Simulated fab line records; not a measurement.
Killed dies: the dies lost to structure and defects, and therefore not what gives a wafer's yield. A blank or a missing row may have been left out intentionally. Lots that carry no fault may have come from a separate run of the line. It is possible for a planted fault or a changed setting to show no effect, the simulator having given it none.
The same fault as seen by 2 desks    flow sky130    what lay behind the numbers comes last; until then each desk has only its own

## DESK OF THE TOOL OWNER: litho track-03
Per lot that ran on this tool, the mean of the sampled wafers carrying a number, from the tool's own readings at SKY_METAL5_SOFTBAKE_10 (time 60 s). Any lot whose mean is over 4 standard deviations away from the usual mean is out of limits and marked OUT; that distance is given in the brackets.
Columns: A = heater power total W at SKY_METAL5_SOFTBAKE_10, usual 56.60 W; B = plate temp C at SKY_METAL5_SOFTBAKE_10, usual 89.98 C
lot   first seen here  A                B
L115  day 44 13:37     56.60            89.97
L121  day 45 22:07     56.62            90.03
L120  day 46 01:04     56.60            89.88
L128  day 47 10:10     56.60            89.91
L133  day 48 09:13     58.09 (+37) OUT  91.78 (+13) OUT
L135  day 49 01:40     58.10 (+38) OUT  91.54 (+11) OUT
This desk's verdict: out of limits on L133, L135, starting with L133 at day 48 09:13 (heater power total W at SKY_METAL5_SOFTBAKE_10). Within limits: L115, L121, L120, L128.

## AT THE METROLOGY DESK
Means of the sampled wafers that have a number, per lot and without regard to the tool the lot ran on: this is what the gauges read. Any lot whose mean is over 4 standard deviations away from the usual mean is out of limits and marked OUT; that distance is given in the brackets.
Columns: A = METAL4_OVL at SKY_METAL4_OVL_MEAS_14, usual 1 nm
lot   first seen here  A
L114  day 42 12:42     -2
L115  day 43 01:30     -1
L116  day 43 04:25     -3
L119  day 44 09:11     1
L121  day 44 11:36     -4
L120  day 44 14:37     -1
L122  day 44 20:40     1
L123  day 45 03:09     -3
L128  day 46 00:40     5
L133  day 47 00:05     -3
L136  day 47 17:39     -2
L135  day 47 18:32     1
Finding of this desk: none of the 12 lots has anything out of limits.

## ALL TOGETHER
The tool owner's desk had the chance to raise an alarm at day 48 09:13 on L133, L135.
From the metrology desk's view, nothing was out of limits.
The metrology desk holds a record of L133, L135, inside its limits.
Every lot named ran SKY_METAL5_SOFTBAKE_10 on litho track-03.

## WHAT WAS PUT IN BY THE SIMULATOR
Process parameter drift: litho track-03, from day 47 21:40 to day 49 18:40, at SKY_METAL5_SOFTBAKE_10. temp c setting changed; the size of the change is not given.
Struck lots among those shown: L133, L135.
Each desk's first reading out of limits, in hours after the fault started: the tool owner's desk, 12.
